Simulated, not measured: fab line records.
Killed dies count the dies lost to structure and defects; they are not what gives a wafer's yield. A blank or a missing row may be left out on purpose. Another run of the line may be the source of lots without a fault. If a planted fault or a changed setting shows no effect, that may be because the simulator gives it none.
Which tool is to blame? / flow sky130 / 36 wafers from 12 lots sampled at 5 of the route's 708 steps

## WHAT EACH GAUGE READ, for each wafer
SKY_GATE_OXIDE_OVL_MEAS_10.
lot=L963; measured=day 14 04:50; on=overlay-01; GATE_OXIDE_OVL (nm)=-1.0 0.4 -0.4
lot=L964; measured=day 14 19:05; on=overlay-01; GATE_OXIDE_OVL (nm)=-0.5 -0.7 -1.1
lot=L965; measured=day 14 19:23; on=overlay-01; GATE_OXIDE_OVL (nm)=2.1 -1.2 0.8
lot=L966; measured=day 15 03:52; on=overlay-02; GATE_OXIDE_OVL (nm)=-2.0 -2.4 -2.1
lot=L969; measured=day 16 08:44; on=overlay-01; GATE_OXIDE_OVL (nm)=-0.9 -2.3 0.4
lot=L968; measured=day 16 08:46; on=overlay-02; GATE_OXIDE_OVL (nm)=-0.1 0.5 -0.1
lot=L971; measured=day 17 03:16; on=overlay-01; GATE_OXIDE_OVL (nm)=-1.1 1.4 1.2
lot=L978; measured=day 19 14:37; on=overlay-01; GATE_OXIDE_OVL (nm)=0.7 1.1 0.4
lot=L980; measured=day 19 23:04; on=overlay-02; GATE_OXIDE_OVL (nm)=-1.8 -1.5 -1.8
lot=L981; measured=day 20 07:25; on=overlay-01; GATE_OXIDE_OVL (nm)=-1.3 0.1 -3.1
lot=L982; measured=day 20 17:35; on=overlay-02; GATE_OXIDE_OVL (nm)=-1.4 -0.9 -0.1
lot=L984; measured=day 21 04:59; on=overlay-02; GATE_OXIDE_OVL (nm)=-3.4 -4.0 -2.3

SKY_GATE_OXIDE_TW_MEAS_14.
lot=L963; measured=day 14 05:14; on=film metro-02; GATE_OXIDE_TW=225.5 226.3 225.2
lot=L964; measured=day 14 19:29; on=film metro-02; GATE_OXIDE_TW=225.6 223.8 226.1
lot=L965; measured=day 14 19:47; on=film metro-01; GATE_OXIDE_TW=227.8 226.0 227.0
lot=L966; measured=day 15 04:16; on=film metro-01; GATE_OXIDE_TW=228.3 228.7 227.9
lot=L969; measured=day 16 09:08; on=film metro-01; GATE_OXIDE_TW=228.3 228.2 229.8
lot=L968; measured=day 16 09:12; on=film metro-03; GATE_OXIDE_TW=224.1 223.4 223.1
lot=L971; measured=day 17 03:39; on=film metro-01; GATE_OXIDE_TW=230.1 230.0 228.9
lot=L978; measured=day 19 15:01; on=film metro-01; GATE_OXIDE_TW=227.8 228.6 228.7
lot=L980; measured=day 19 23:29; on=film metro-03; GATE_OXIDE_TW=224.4 225.9 224.2
lot=L981; measured=day 20 07:48; on=film metro-01; GATE_OXIDE_TW=229.0 228.6 229.8
lot=L982; measured=day 20 17:58; on=film metro-03; GATE_OXIDE_TW=223.3 223.3 223.3
lot=L984; measured=day 21 05:22; on=film metro-01; GATE_OXIDE_TW=227.5 227.3 226.9

SKY_LDD_P_TW_MEAS_11.
lot=L963; measured=day 19 12:59; on=film metro-01; LDD_P_TW=646 648 645
lot=L964; measured=day 20 09:07; on=film metro-02; LDD_P_TW=641 637 637
lot=L965; measured=day 20 06:35; on=film metro-02; LDD_P_TW=635 634 637
lot=L966; measured=day 20 16:12; on=film metro-01; LDD_P_TW=647 650 650
lot=L969; measured=day 21 18:06; on=film metro-02; LDD_P_TW=638 632 634
lot=L968; measured=day 21 20:08; on=film metro-03; LDD_P_TW=628 630 631
lot=L971; measured=day 22 14:22; on=film metro-03; LDD_P_TW=633 632 634
lot=L978; measured=day 25 00:05; on=film metro-02; LDD_P_TW=662 664 665
lot=L980; measured=day 25 08:17; on=film metro-03; LDD_P_TW=657 656 652
lot=L981; measured=day 25 16:46; on=film metro-02; LDD_P_TW=634 639 638
lot=L982; measured=day 26 02:29; on=film metro-01; LDD_P_TW=645 647 646
lot=L984; measured=day 26 10:53; on=film metro-03; LDD_P_TW=633 633 634

## EACH LOT AND THE TOOL THAT RAN IT (in order: tool; ch and the chambers of the sampled wafers; start)
lot=L963; SKY_GATE_OXIDE_STRIP_13=plasma asher-04 ch 0,1, day 14 05:08; SKY_LDD_P_IMPLANT_09=implanter-01 ch 0, day 19 12:44
lot=L964; SKY_GATE_OXIDE_STRIP_13=plasma asher-01 ch 0,1, day 14 19:23; SKY_LDD_P_IMPLANT_09=implanter-01 ch 0, day 20 08:52
lot=L965; SKY_GATE_OXIDE_STRIP_13=plasma asher-04 ch 0,1, day 14 19:41; SKY_LDD_P_IMPLANT_09=implanter-01 ch 0, day 20 06:20
lot=L966; SKY_GATE_OXIDE_STRIP_13=plasma asher-03 ch 0,1, day 15 04:10; SKY_LDD_P_IMPLANT_09=implanter-01 ch 0, day 20 15:58
lot=L969; SKY_GATE_OXIDE_STRIP_13=plasma asher-03 ch 1, day 16 09:02; SKY_LDD_P_IMPLANT_09=implanter-01 ch 0, day 21 17:52
lot=L968; SKY_GATE_OXIDE_STRIP_13=plasma asher-01 ch 0,1, day 16 09:05; SKY_LDD_P_IMPLANT_09=implanter-04 ch 0, day 21 19:55
lot=L971; SKY_GATE_OXIDE_STRIP_13=plasma asher-01 ch 0,1, day 17 03:33; SKY_LDD_P_IMPLANT_09=implanter-02 ch 0, day 22 14:07
lot=L978; SKY_GATE_OXIDE_STRIP_13=plasma asher-04 ch 0,1, day 19 14:56; SKY_LDD_P_IMPLANT_09=implanter-01 ch 0, day 24 23:52
lot=L980; SKY_GATE_OXIDE_STRIP_13=plasma asher-01 ch 0,1, day 19 23:23; SKY_LDD_P_IMPLANT_09=implanter-01 ch 0, day 25 08:04
lot=L981; SKY_GATE_OXIDE_STRIP_13=plasma asher-01 ch 0,1, day 20 07:42; SKY_LDD_P_IMPLANT_09=implanter-02 ch 0, day 25 16:31
lot=L982; SKY_GATE_OXIDE_STRIP_13=plasma asher-04 ch 0,1, day 20 17:53; SKY_LDD_P_IMPLANT_09=implanter-02 ch 0, day 26 02:16
lot=L984; SKY_GATE_OXIDE_STRIP_13=plasma asher-01 ch 0,1, day 21 05:16; SKY_LDD_P_IMPLANT_09=implanter-04 ch 0, day 26 10:38
- SKY_GATE_OXIDE_STRIP_13: strips in O2/N2.
- SKY_LDD_P_IMPLANT_09

## AS READ BY THE TOOLS THEMSELVES (means over the sampled wafers that have a number; for cases with no such wafer, the mark the record gives instead)
SKY_GATE_OXIDE_STRIP_13.
lot=L963; tool=plasma asher-04; drypump motor current A (A)=6.04; oes product au (a.u.)=0.717; strip time to endpoint s (s)=14.15
lot=L964; tool=plasma asher-01; drypump motor current A (A)=5.73; oes product au (a.u.)=0.712; strip time to endpoint s (s)=14.22
lot=L965; tool=plasma asher-04; drypump motor current A (A)=6.02; oes product au (a.u.)=0.719; strip time to endpoint s (s)=14.19
lot=L966; tool=plasma asher-03; drypump motor current A (A)=6.10; oes product au (a.u.)=0.718; strip time to endpoint s (s)=14.11
lot=L969; tool=plasma asher-03; drypump motor current A (A)=5.94; oes product au (a.u.)=0.716; strip time to endpoint s (s)=14.19
lot=L968; tool=plasma asher-01; drypump motor current A (A)=5.73; oes product au (a.u.)=0.720; strip time to endpoint s (s)=14.13
lot=L971; tool=plasma asher-01; drypump motor current A (A)=5.73; oes product au (a.u.)=0.717; strip time to endpoint s (s)=14.20
lot=L978; tool=plasma asher-04; drypump motor current A (A)=6.00; oes product au (a.u.)=0.718; strip time to endpoint s (s)=14.24
lot=L980; tool=plasma asher-01; drypump motor current A (A)=5.72; oes product au (a.u.)=0.715; strip time to endpoint s (s)=14.19
lot=L981; tool=plasma asher-01; drypump motor current A (A)=5.75; oes product au (a.u.)=0.717; strip time to endpoint s (s)=14.15
lot=L982; tool=plasma asher-04; drypump motor current A (A)=6.04; oes product au (a.u.)=0.717; strip time to endpoint s (s)=14.16
lot=L984; tool=plasma asher-01; drypump motor current A (A)=5.74; oes product au (a.u.)=0.717; strip time to endpoint s (s)=14.18

SKY_LDD_P_IMPLANT_09.
lot=L963; tool=implanter-01; beam energy keV=24.989
lot=L964; tool=implanter-01; beam energy keV=24.998
lot=L965; tool=implanter-01; beam energy keV=25.001
lot=L966; tool=implanter-01; beam energy keV=24.998
lot=L969; tool=implanter-01; beam energy keV=25.003
lot=L968; tool=implanter-04; beam energy keV=25.006
lot=L971; tool=implanter-02; beam energy keV=25.009
lot=L978; tool=implanter-01; beam energy keV=28.925
lot=L980; tool=implanter-01; beam energy keV=28.929
lot=L981; tool=implanter-02; beam energy keV=25.002
lot=L982; tool=implanter-02; beam energy keV=25.003
lot=L984; tool=implanter-04; beam energy keV=25.006

## THE ANSWER, worked out from the rows above alone
Rule: the lots themselves supply what counts as usual. The widest of any qualifying gaps counts: lots, ordered by their means at a reading, are off when they make up no more than a third of the lots, leave a main group of 4 or more, and stand apart from it by 3 or more times the standard deviation of that group's means. A main group is skipped when, at the precision printed for the reading in the tables above, its means are all equal. Also off: a lot with no number at a reading for which 4 or more lots have one. All remaining lots with rows at the step are treated as sound. After the gauges, taken in route order, come the tools' own readings; for these a lot's mean is taken, as printed above. At the first step where some lot is off, the reading lying furthest off is the one used; lots without a number count as furthest.
Off: L978, L980, at SKY_LDD_P_IMPLANT_09 (beam energy keV). Mean 25.002 and standard deviation 0.0053 in the main group.
A tool fits if, at that step or a process step before it, it ran every lot that is off, and no sound lot after the first of them. One fits: SKY_LDD_P_IMPLANT_09 on implanter-01. A fault onset in the window from L969 (day 21 17:52, its last sound lot) to L978 (day 24 23:52, its first lot off) fits.
The tool's own readings at SKY_LDD_P_IMPLANT_09 bear it out: on the lots that are off they differ by more than 5 times the standard deviation of the sound lots' means. beam energy keV reads 28.927 there against 25.002 on the sound lots.

## WHAT WAS PUT IN BY THE SIMULATOR
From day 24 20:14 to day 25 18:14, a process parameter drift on implanter-01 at SKY_LDD_P_IMPLANT_09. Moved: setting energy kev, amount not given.
Shown lots that were struck: L978, L980. The rule above reached the same finding.
